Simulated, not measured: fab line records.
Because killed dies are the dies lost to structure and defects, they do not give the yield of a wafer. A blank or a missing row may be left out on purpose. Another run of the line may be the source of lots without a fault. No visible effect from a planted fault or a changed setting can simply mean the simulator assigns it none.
fab line records	flow sky130
[record] lots = 24	wafers = 72	last-day = 50
route steps=708 shown POLY_CUT@316 SD_P@330 CONTACT@411 METAL1@437
lots that met no fault: from a run of the same line without faults
start-h: hours from the record's first day to the start of the lot's first wafer shown	wait-h: hours elapsed since this lot's preceding step	" the same as in the row above	L1.1+2: several wafers, shown together as one row	- no value, or no start given	* or withheld: withheld	< > ~ a bound
route shown NAME@n: names a module that has steps shown in the file, with the first one's number in the route	usual: mean/standard deviation taken from wafers without a fault	same: alike in all rows	chamber/n: place in a boat	sites: each site's reading	_std_site: standard deviation of those values	_edge_site: the outer-site mean with the inner-site mean subtracted	radius-mm: for every site, how far away it sits from the centre of the wafer	mask NAME#n: copy n	behind: the most recent tool/chamber to have shaped the wafer	hold: why the lot was held/for how many hours/how that ended	device: whichever transistor did not switch (one of n, p or np)	end of line: the tests these same wafers got at the end of their route	a step given without rows: its recipe and nothing more	killed: not the wafer's yield, but the dies lost to structure and defects at the first sort	map: shows each die of a wafer: x if killed, . if not, _ if none is there
set.NAME: setting as actually run; set.NAME@STEP: the setting as run at that earlier step	model.NAME: the simulator's own value behind a step, which no gauge read
one table for each step of the route and one row for each wafer, over a sample of lots
services: a tool's chamber out of use, with start hour (start-h, from the record's first day; less than 0 if before it), hours out, and reason
[[steps]]
[step SKY_POLY_CUT_OVL_MEAS_09]
[usual] POLY_CUT_OVL = 2/5.2
lot.wafer	tool	chamber	start-h	wait-h	POLY_CUT_OVL[nm]
L074.1	overlay-02	-	554.85	0.1	4
L074.3	"	-	"	"	-7
L074.4	"	-	"	"	1
L075.4	overlay-02	-	561.10	0.1	-1
L075.5	"	-	"	"	-4
L075.6	"	-	"	"	8
L076.3	overlay-02	-	576.83	0.1	2
L076.5	"	-	"	"	5
L076.6	"	-	"	"	6
L077.1	overlay-02	-	581.58	0.1	2
L077.5	"	-	"	"	-1
L077.6	"	-	"	"	-4
L078.2	overlay-02	-	605.54	0.1	-6
L078.3	"	-	"	"	-12
L078.5	"	-	"	"	-10
L079.1	overlay-01	-	607.38	0.1	7
L079.2	"	-	"	"	3
L079.6	"	-	"	"	0
L080.1	overlay-02	-	612.08	0.1	2
L080.3	"	-	"	"	8
L080.4	"	-	"	"	-1
L081.1	overlay-01	-	618.77	0.1	-1
L081.3	"	-	"	"	-1
L081.4	"	-	"	"	2
L082.3	overlay-01	-	633.34	0.1	-2
L082.5	"	-	"	"	2
L082.6	"	-	"	"	1
L083.2	overlay-02	-	646.19	0.1	8
L083.3	"	-	"	"	12
L083.4	"	-	"	"	3
L085.2	overlay-01	-	654.17	0.1	1
L085.3	"	-	"	"	2
L085.4	"	-	"	"	6
L084.2	overlay-02	-	654.29	0.1	3
L084.4	"	-	"	"	10
L084.5	"	-	"	"	-3
L086.2	overlay-02	-	657.90	0.1	1
L086.4	"	-	"	"	-5
L086.5	"	-	"	"	9
L087.1	overlay-01	-	672.83	0.1	5
L087.3	"	-	"	"	4
L087.5	"	-	"	"	7
L088.3	overlay-01	-	680.79	0.1	6
L088.4	"	-	"	"	1
L088.5	"	-	"	"	1
L089.1	overlay-01	-	691.05	0.1	8
L089.2	"	-	"	"	4
L089.4	"	-	"	"	7
L090.2	overlay-02	-	696.29	0.1	8
L090.3	"	-	"	"	6
L090.6	"	-	"	"	0
L091.1	overlay-01	-	703.80	0.1	0
L091.4	"	-	"	"	6
L091.5	"	-	"	"	-2
L092.3	overlay-01	-	711.24	0.1	7
L092.4	"	-	"	"	1
L092.5	"	-	"	"	4
L093.1	overlay-01	-	712.57	0.1	-5
L093.2	"	-	"	"	-6
L093.5	"	-	"	"	2
L094.1	overlay-01	-	716.52	0.1	4
L094.5	"	-	"	"	0
L094.6	"	-	"	"	3
L095.1	overlay-02	-	723.13	0.1	-2
L095.3	"	-	"	"	5
L095.4	"	-	"	"	8
L096.1	overlay-01	-	736.92	0.1	0
L096.2	"	-	"	"	-2
L096.5	"	-	"	"	-2
L097.2	overlay-02	-	752.78	0.1	4
L097.4	"	-	"	"	3
L097.6	"	-	"	"	6
[step SKY_SD_P_STRIP_10]
[recipe] chemistry = O2/N2	power-w = 1400	pressure-mtorr = 1500	platen-temp-c = withheld	o2-flow-sccm = 3000	n2-flow-sccm = 300	overash-fraction = 0.5
[usual] drypump-motor-current-A = 5.8/0.58	oes-product-au = 0.618/0.0044	strip-time-to-endpoint-s = 17.49/0.046
lot.wafer	tool	chamber	start-h	wait-h	drypump-motor-current-A	oes-product-au	rf-hours-counter-h	strip-time-to-endpoint-s
L074.1	plasma-asher-01	0	584.35	0.1	4.8	0.615	89	17.51
L074.3	"	0	"	"	4.8	0.617	-	17.47
L074.4	"	1	"	"	6.2	0.614	-	17.49
L075.4	plasma-asher-04	1	589.49	0.1	6.2	0.620	-	17.49
L075.5	"	0	"	"	6.5	0.620	-	17.46
L075.6	"	1	"	"	6.2	0.620	-	17.44
L076.3	plasma-asher-03	1	606.65	0.1	5.5	0.619	-	17.51
L076.5	"	1	"	"	5.5	0.616	-	17.54
L076.6	"	0	"	"	5.8	0.618	-	17.55
L077.1	plasma-asher-04	1	611.14	0.1	6.1	0.622	19	17.54
L077.5	"	0	"	"	6.4	0.619	-	17.46
L077.6	"	1	"	"	6.2	0.621	-	17.49
L078.2	plasma-asher-01	0	634.92	0.1	4.8	0.621	94	17.54
L078.3	"	0	"	"	4.8	0.613	-	17.56
L078.5	"	0	"	"	4.8	0.619	-	17.57
L079.1	plasma-asher-03	1	636.52	0.1	5.5	0.613	54	17.53
L079.2	"	0	"	"	5.7	0.614	54	17.55
L079.6	"	1	"	"	5.5	0.618	-	17.52
L080.1	plasma-asher-04	0	640.45	0.1	6.4	0.625	21	17.56
L080.3	"	0	"	"	6.5	0.613	-	17.50
L080.4	"	1	"	"	6.2	0.619	-	17.49
L081.1	plasma-asher-01	1	647.67	0.1	6.3	0.618	96	17.53
L081.3	"	0	"	"	4.8	0.617	-	17.53
L081.4	"	1	"	"	6.2	0.616	-	17.54
L082.3	plasma-asher-03	0	662.30	0.1	5.8	0.617	-	17.46
L082.5	"	0	"	"	5.8	0.623	-	17.48
L082.6	"	1	"	"	5.5	0.620	-	17.51
L083.2	plasma-asher-03	1	675.02	0.1	5.5	0.628	58	17.41
L083.3	"	1	"	"	5.5	0.612	-	17.36
L083.4	"	0	"	"	5.8	0.624	-	17.39
L085.2	plasma-asher-01	0	682.99	0.1	4.8	0.614	99	17.53
L085.3	"	1	"	"	6.2	0.616	-	17.50
L085.4	"	0	"	"	4.8	0.617	-	17.49
L084.2	plasma-asher-04	1	683.00	0.1	6.2	0.629	26	17.53
L084.4	"	1	"	"	6.2	0.617	-	17.48
L084.5	"	1	"	"	6.2	0.624	-	17.51
L086.2	plasma-asher-03	0	686.89	0.1	5.7	0.620	59	17.56
L086.4	"	0	"	"	5.8	0.618	-	17.54
L086.5	"	1	"	"	5.5	0.622	-	17.51
L087.1	plasma-asher-01	1	700.95	0.1	6.2	0.618	101	17.44
L087.3	"	0	"	"	4.8	0.614	-	17.50
L087.5	"	1	"	"	6.2	0.618	-	17.51
L088.3	plasma-asher-04	0	709.37	0.1	6.5	0.618	-	17.51
L088.4	"	1	"	"	6.2	0.624	-	17.54
L088.5	"	0	"	"	6.4	0.625	-	17.54
L089.1	plasma-asher-01	1	719.42	0.1	6.3	0.615	102	17.44
L089.2	"	0	"	"	4.8	0.616	102	17.43
L089.4	"	1	"	"	6.2	0.613	-	17.45
L090.2	plasma-asher-04	0	724.99	0.1	6.5	0.623	30	17.46
L090.3	"	0	"	"	6.5	0.618	-	17.46
L090.6	"	1	"	"	6.2	0.622	-	17.46
L091.1	plasma-asher-03	0	731.40	0.1	5.7	0.621	63	17.51
L091.4	"	1	"	"	5.5	0.611	-	17.55
L091.5	"	0	"	"	5.7	0.626	-	17.55
L092.3	plasma-asher-04	0	738.65	0.1	6.5	0.616	-	17.52
L092.4	"	1	"	"	6.2	0.617	-	17.55
L092.5	"	1	"	"	6.2	0.616	-	17.47
L093.1	plasma-asher-03	1	740.87	0.1	5.5	0.620	65	17.45
L093.2	"	0	"	"	5.8	0.625	65	17.45
L093.5	"	1	"	"	5.5	0.623	-	17.47
L094.1	plasma-asher-01	1	744.25	0.1	6.2	0.617	0	17.55
L094.5	"	1	"	"	6.2	0.622	-	17.60
L094.6	"	0	"	"	4.8	0.626	-	17.50
L095.1	plasma-asher-01	0	751.15	0.1	4.8	0.621	1	17.44
L095.3	"	0	"	"	4.8	0.610	-	17.50
L095.4	"	1	"	"	6.2	0.626	-	17.44
L096.1	plasma-asher-03	0	764.57	0.1	5.7	0.620	67	17.48
L096.2	"	1	"	"	5.5	0.626	67	17.53
L096.5	"	0	"	"	5.7	0.622	-	17.52
L097.2	plasma-asher-01	1	780.30	0.1	6.2	0.621	3	17.49
L097.4	"	1	"	"	6.2	0.619	-	17.51
L097.6	"	0	"	"	4.8	0.608	-	17.46
[step SKY_CONTACT_BOW_MEAS_05]
[recipe] mode = bow
[usual] CONTACT_BOW = 82/7.2
lot.wafer	tool	chamber	start-h	wait-h	CONTACT_BOW[um]
L074.1	film-metro-02	-	703.33	0.2	99
L074.3	"	-	"	"	82
L074.4	"	-	"	"	79
L075.4	film-metro-01	-	707.77	0.2	79
L075.5	"	-	"	"	92
L075.6	"	-	"	"	90
L076.3	film-metro-01	-	725.87	0.3	83
L076.5	"	-	"	"	92
L076.6	"	-	"	"	82
L077.1	film-metro-04	-	728.39	0.2	83
L077.5	"	-	"	"	81
L077.6	"	-	"	"	82
L078.2	film-metro-02	-	750.74	0.3	75
L078.3	"	-	"	"	76
L078.5	"	-	"	"	80
L079.1	film-metro-02	-	753.37	0.1	80
L079.2	"	-	"	"	72
L079.6	"	-	"	"	80
L080.1	film-metro-01	-	757.39	0.2	94
L080.3	"	-	"	"	91
L080.4	"	-	"	"	90
L081.1	film-metro-01	-	762.90	0.1	84
L081.3	"	-	"	"	98
L081.4	"	-	"	"	66
L082.3	film-metro-02	-	777.93	0.1	87
L082.5	"	-	"	"	76
L082.6	"	-	"	"	85
L083.2	film-metro-04	-	788.34	0.1	87
L083.3	"	-	"	"	86
L083.4	"	-	"	"	71
L085.2	film-metro-01	-	796.50	0.3	89
L085.3	"	-	"	"	85
L085.4	"	-	"	"	83
L084.2	film-metro-01	-	798.42	0.2	86
L084.4	"	-	"	"	79
L084.5	"	-	"	"	83
L086.2	film-metro-02	-	799.01	0.1	91
L086.4	"	-	"	"	88
L086.5	"	-	"	"	81
L087.1	film-metro-01	-	815.00	0.1	88
L087.3	"	-	"	"	87
L087.5	"	-	"	"	92
L088.3	film-metro-04	-	823.48	0.3	76
L088.4	"	-	"	"	77
L088.5	"	-	"	"	81
L089.1	film-metro-01	-	831.26	0.1	85
L089.2	"	-	"	"	77
L089.4	"	-	"	"	86
L090.2	film-metro-04	-	837.12	0.2	88
L090.3	"	-	"	"	88
L090.6	"	-	"	"	93
L091.1	film-metro-02	-	843.41	0.1	79
L091.4	"	-	"	"	91
L091.5	"	-	"	"	94
L092.3	film-metro-02	-	849.34	0.2	84
L092.4	"	-	"	"	78
L092.5	"	-	"	"	64
L093.1	film-metro-04	-	852.23	0.1	75
L093.2	"	-	"	"	74
L093.5	"	-	"	"	74
L094.1	film-metro-02	-	854.88	0.2	78
L094.5	"	-	"	"	79
L094.6	"	-	"	"	78
L095.1	film-metro-02	-	861.40	0.2	97
L095.3	"	-	"	"	85
L095.4	"	-	"	"	78
L096.1	film-metro-04	-	874.34	0.2	71
L096.2	"	-	"	"	73
L096.5	"	-	"	"	73
L097.2	film-metro-02	-	890.58	0.2	83
L097.4	"	-	"	"	77
L097.6	"	-	"	"	82
[step SKY_CONTACT_OVL_MEAS_15]
[usual] CONTACT_OVL = -2/4.3
lot.wafer	tool	chamber	start-h	wait-h	CONTACT_OVL[nm]
L074.1	overlay-02	-	730.70	0.1	-4
L074.3	"	-	"	"	-2
L074.4	"	-	"	"	2
L075.4	overlay-01	-	735.17	0.1	2
L075.5	"	-	"	"	1
L075.6	"	-	"	"	-1
L076.3	overlay-02	-	753.62	0.1	2
L076.5	"	-	"	"	-1
L076.6	"	-	"	"	6
L077.1	overlay-02	-	756.00	0.1	0
L077.5	"	-	"	"	-8
L077.6	"	-	"	"	-4
L078.2	overlay-02	-	777.42	0.1	-7
L078.3	"	-	"	"	-9
L078.5	"	-	"	"	-4
L079.1	overlay-02	-	780.47	0.1	1
L079.2	"	-	"	"	1
L079.6	"	-	"	"	-3
L080.1	overlay-01	-	783.97	0.1	3
L080.3	"	-	"	"	-2
L080.4	"	-	"	"	-3
L081.1	overlay-02	-	790.25	0.1	-5
L081.3	"	-	"	"	-9
L081.4	"	-	"	"	-1
L082.3	overlay-01	-	804.21	0.1	-8
L082.5	"	-	"	"	-7
L082.6	"	-	"	"	3
L083.2	overlay-02	-	815.97	0.1	-3
L083.3	"	-	"	"	-4
L083.4	"	-	"	"	-7
L085.2	overlay-01	-	823.47	0.1	-1
L085.3	"	-	"	"	-8
L085.4	"	-	"	"	-5
L084.2	overlay-01	-	824.46	0.1	0
L084.4	"	-	"	"	0
L084.5	"	-	"	"	-2
L086.2	overlay-02	-	824.72	0.1	-1
L086.4	"	-	"	"	-5
L086.5	"	-	"	"	-1
L087.1	overlay-01	-	841.71	0.1	-3
L087.3	"	-	"	"	-8
L087.5	"	-	"	"	-5
L088.3	overlay-01	-	849.48	0.1	-6
L088.4	"	-	"	"	4
L088.5	"	-	"	"	-9
L089.1	overlay-01	-	857.21	0.1	-10
L089.2	"	-	"	"	-13
L089.4	"	-	"	"	-11
L090.2	overlay-02	-	862.96	0.1	2
L090.3	"	-	"	"	3
L090.6	"	-	"	"	4
L091.1	overlay-01	-	870.05	0.1	-6
L091.4	"	-	"	"	-1
L091.5	"	-	"	"	-1
L092.3	overlay-02	-	875.58	0.1	-2
L092.4	"	-	"	"	3
L092.5	"	-	"	"	-2
L093.1	overlay-01	-	878.87	0.1	1
L093.2	"	-	"	"	-4
L093.5	"	-	"	"	-1
L094.1	overlay-02	-	881.27	0.1	9
L094.5	"	-	"	"	6
L094.6	"	-	"	"	4
L095.1	overlay-01	-	887.92	0.1	-3
L095.3	"	-	"	"	-6
L095.4	"	-	"	"	-2
L096.1	overlay-02	-	900.52	0.1	-4
L096.2	"	-	"	"	2
L096.5	"	-	"	"	1
L097.2	overlay-02	-	915.71	0.1	-4
L097.4	"	-	"	"	3
L097.6	"	-	"	"	1
[step SKY_CONTACT_CMP_27]
[recipe] stop-on = SiO2	t-overpolish-s = 15	down-force-psi = 3.5	platen-rpm = 60	target-thk-nm = 0	pad-velocity-m-s = 0.94248
[usual] motor-current-A = 11.5/1.5	overpolish-run-s = 15.001/0.01	time-to-endpoint-s = 84/3.7
lot.wafer	tool	chamber	start-h	wait-h	motor-current-A	overpolish-run-s	time-to-endpoint-s
L074.4	cmp-01	2	731.82	0.0	10.9	15.004	82
L074.3	"	0	"	"	13.8	14.992	82
L074.1	"	1	"	"	11.4	15.027	88
L075.4	cmp-02	2	736.28	0.0	9.6	15.002	86
L075.6	"	2	"	"	9.4	15.006	82
L075.5	"	3	"	"	10.7	14.996	81
L076.3	cmp-02	3	754.86	0.1	11.4	14.988	82
L076.5	"	1	"	"	11.5	15.007	85
L076.6	"	2	"	"	9.4	15.007	86
L077.1	cmp-01	0	757.27	0.1	13.6	15.010	78
L077.6	"	2	"	"	11.3	15.000	79
L077.5	"	3	"	"	9.9	14.990	83
L078.2	cmp-01	3	778.67	0.2	10.3	14.997	80
L078.3	"	0	"	"	14.3	15.001	76
L078.5	"	3	"	"	10.6	14.997	83
L079.2	cmp-01	3	781.62	0.0	10.4	15.004	84
L079.1	"	2	"	"	11.8	15.011	76
L079.6	"	3	"	"	10.3	14.997	83
L080.3	cmp-01	3	785.17	0.1	10.1	15.005	87
L080.1	"	0	"	"	14.8	15.008	76
L080.4	"	1	"	"	11.3	15.005	83
L081.1	cmp-02	0	791.43	0.1	13.6	14.990	80
L081.3	"	1	"	"	12.0	15.021	81
L081.4	"	3	"	"	10.8	14.995	80
L082.3	cmp-02	0	805.31	0.0	14.7	14.982	84
L082.5	"	0	"	"	13.4	15.001	85
L082.6	"	1	"	"	12.0	15.007	85
L083.4	cmp-02	1	817.29	0.2	11.6	14.994	89
L083.2	"	2	"	"	9.7	14.990	91
L083.3	"	0	"	"	13.9	15.020	87
L085.2	cmp-02	2	825.17	0.6	9.5	15.013	84
L085.4	"	3	"	"	11.1	14.995	79
L085.3	"	0	"	"	14.2	15.005	84
L084.2	cmp-02	1	825.82	0.3	11.9	15.007	83
L084.4	"	2	"	"	10.0	14.994	85
L084.5	"	0	"	"	13.9	14.983	83
L086.2	cmp-02	2	826.02	0.2	9.7	14.997	85
L086.4	"	1	"	"	11.4	14.996	84
L086.5	"	2	"	"	9.6	15.020	88
L087.1	cmp-02	3	842.86	0.1	11.4	15.004	79
L087.3	"	0	"	"	13.6	14.999	83
L087.5	"	0	"	"	13.4	14.996	81
L088.4	cmp-01	3	850.71	0.1	10.9	15.005	86
L088.3	"	0	"	"	13.6	15.009	81
L088.5	"	1	"	"	11.3	15.006	86
L089.1	cmp-01	0	858.32	0.1	14.4	15.023	77
L089.4	"	2	"	"	11.8	14.995	84
L089.2	"	3	"	"	9.8	14.996	87
L090.3	cmp-02	2	864.07	0.0	10.0	15.009	86
L090.2	"	3	"	"	11.1	14.976	78
L090.6	"	2	"	"	9.5	15.002	83
L091.1	cmp-02	2	871.17	0.1	10.2	14.995	86
L091.4	"	0	"	"	14.7	15.018	87
L091.5	"	3	"	"	10.8	14.996	82
L092.3	cmp-01	2	876.69	0.0	11.4	15.003	84
L092.4	"	0	"	"	13.9	14.989	78
L092.5	"	2	"	"	11.1	15.004	84
L093.1	cmp-02	3	880.08	0.1	10.8	14.996	80
L093.2	"	1	"	"	11.8	14.987	85
L093.5	"	3	"	"	10.7	15.003	79
L094.1	cmp-02	2	882.58	0.2	9.9	15.000	85
L094.5	"	3	"	"	10.7	14.995	79
L094.6	"	0	"	"	14.0	15.017	85
L095.1	cmp-01	2	889.12	0.1	11.1	14.991	91
L095.3	"	3	"	"	10.6	15.004	93
L095.4	"	0	"	"	13.5	15.010	86
L096.1	cmp-02	3	901.68	0.1	11.2	15.012	80
L096.2	"	0	"	"	14.0	14.996	83
L096.5	"	3	"	"	10.4	15.004	81
L097.4	cmp-01	0	916.87	0.1	13.7	14.999	83
L097.2	"	1	"	"	11.1	15.009	88
L097.6	"	0	"	"	13.8	15.014	82
[step SKY_METAL1_SPUTTER_03]
[recipe] material = Ti	target-thk-nm = 5	power-w = 3000	time-s = 3.3	chamber-pressure-pa = 0.4
[usual] throttle-valve-pct = 30.5/1.2
lot.wafer	tool	chamber	start-h	wait-h	throttle-valve-pct
L074.1	pvd-sputter-03	-	732.19	0.0	31.4
L074.3	"	-	"	"	29.9
L074.4	"	-	"	"	31.7
L075.4	pvd-sputter-01	-	736.65	0.0	28.7
L075.5	"	-	"	"	32.5
L075.6	"	-	"	"	28.9
L076.3	pvd-sputter-02	-	755.13	0.0	30.2
L076.5	"	-	"	"	28.5
L076.6	"	-	"	"	29.9
L077.1	pvd-sputter-01	-	757.54	0.0	32.6
L077.5	"	-	"	"	30.1
L077.6	"	-	"	"	31.6
L078.2	pvd-sputter-01	-	778.99	0.0	30.1
L078.3	"	-	"	"	32.6
L078.5	"	-	"	"	28.7
L079.1	pvd-sputter-02	-	781.99	0.0	30.2
L079.2	"	-	"	"	31.3
L079.6	"	-	"	"	28.4
L080.1	pvd-sputter-02	-	785.49	0.0	30.0
L080.3	"	-	"	"	28.5
L080.4	"	-	"	"	31.6
L081.1	pvd-sputter-03	-	791.80	0.0	31.5
L081.3	"	-	"	"	29.7
L081.4	"	-	"	"	31.4
L082.3	pvd-sputter-02	-	805.68	0.0	29.9
L082.5	"	-	"	"	31.2
L082.6	"	-	"	"	31.5
L083.2	pvd-sputter-03	-	817.66	0.0	29.4
L083.3	"	-	"	"	29.4
L083.4	"	-	"	"	31.2
L085.2	pvd-sputter-02	-	825.49	0.0	30.2
L085.3	"	-	"	"	31.2
L085.4	"	-	"	"	31.6
L084.2	pvd-sputter-01	-	826.09	0.0	32.5
L084.4	"	-	"	"	28.7
L084.5	"	-	"	"	31.5
L086.2	pvd-sputter-02	-	826.39	0.0	28.7
L086.4	"	-	"	"	31.2
L086.5	"	-	"	"	31.2
L087.1	pvd-sputter-02	-	843.23	0.0	28.6
L087.3	"	-	"	"	31.4
L087.5	"	-	"	"	29.9
L088.3	pvd-sputter-02	-	850.98	0.0	29.9
L088.4	"	-	"	"	28.9
L088.5	"	-	"	"	31.1
L089.1	pvd-sputter-03	-	858.69	0.0	31.4
L089.2	"	-	"	"	29.5
L089.4	"	-	"	"	31.2
L090.2	pvd-sputter-02	-	864.44	0.0	31.4
L090.3	"	-	"	"	28.5
L090.6	"	-	"	"	31.1
L091.1	pvd-sputter-02	-	871.54	0.0	28.7
L091.4	"	-	"	"	31.8
L091.5	"	-	"	"	31.3
L092.3	pvd-sputter-02	-	877.06	0.0	29.6
L092.4	"	-	"	"	28.7
L092.5	"	-	"	"	29.9
L093.1	pvd-sputter-01	-	880.40	0.0	32.6
L093.2	"	-	"	"	31.4
L093.5	"	-	"	"	31.5
L094.1	pvd-sputter-02	-	882.80	0.0	28.5
L094.5	"	-	"	"	28.6
L094.6	"	-	"	"	29.9
L095.1	pvd-sputter-02	-	889.44	0.0	31.6
L095.3	"	-	"	"	28.4
L095.4	"	-	"	"	29.8
L096.1	pvd-sputter-02	-	902.00	0.0	28.5
L096.2	"	-	"	"	31.4
L096.5	"	-	"	"	28.5
L097.2	pvd-sputter-01	-	917.19	0.0	32.4
L097.4	"	-	"	"	31.3
L097.6	"	-	"	"	31.1
[[services]]
tool	chamber	start-h	hours	kind
cmp-01	-	569.03	1.3	repair
cmp-02	-	573.54	4.0	pm
pvd-sputter-02	-	586.88	2.8	repair
cmp-02	-	608.27	0.5	repair
cmp-02	-	625.59	4.5	pm
plasma-asher-01	-	631.24	1.1	repair
cmp-02	-	718.43	3.5	pm
cmp-01	-	728.44	1.1	repair
plasma-asher-04	-	729.52	6.2	repair
plasma-asher-04	-	731.12	1.5	repair
plasma-asher-01	-	733.75	9.0	pm
cmp-02	-	738.70	1.0	repair
pvd-sputter-02	-	745.38	4.1	repair
cmp-01	-	762.74	4.0	pm
plasma-asher-01	-	782.45	0.7	repair
cmp-02	-	791.90	0.3	repair
plasma-asher-03	-	794.89	1.0	repair
cmp-01	-	814.60	5.6	pm
cmp-01	-	820.24	10.1	pm
plasma-asher-01	-	827.52	0.8	repair
cmp-02	-	853.30	2.8	repair
cmp-01	-	889.77	0.7	repair
cmp-02	-	913.61	4.0	pm
pvd-sputter-02	-	914.11	4.6	repair
[[key]]
fault none
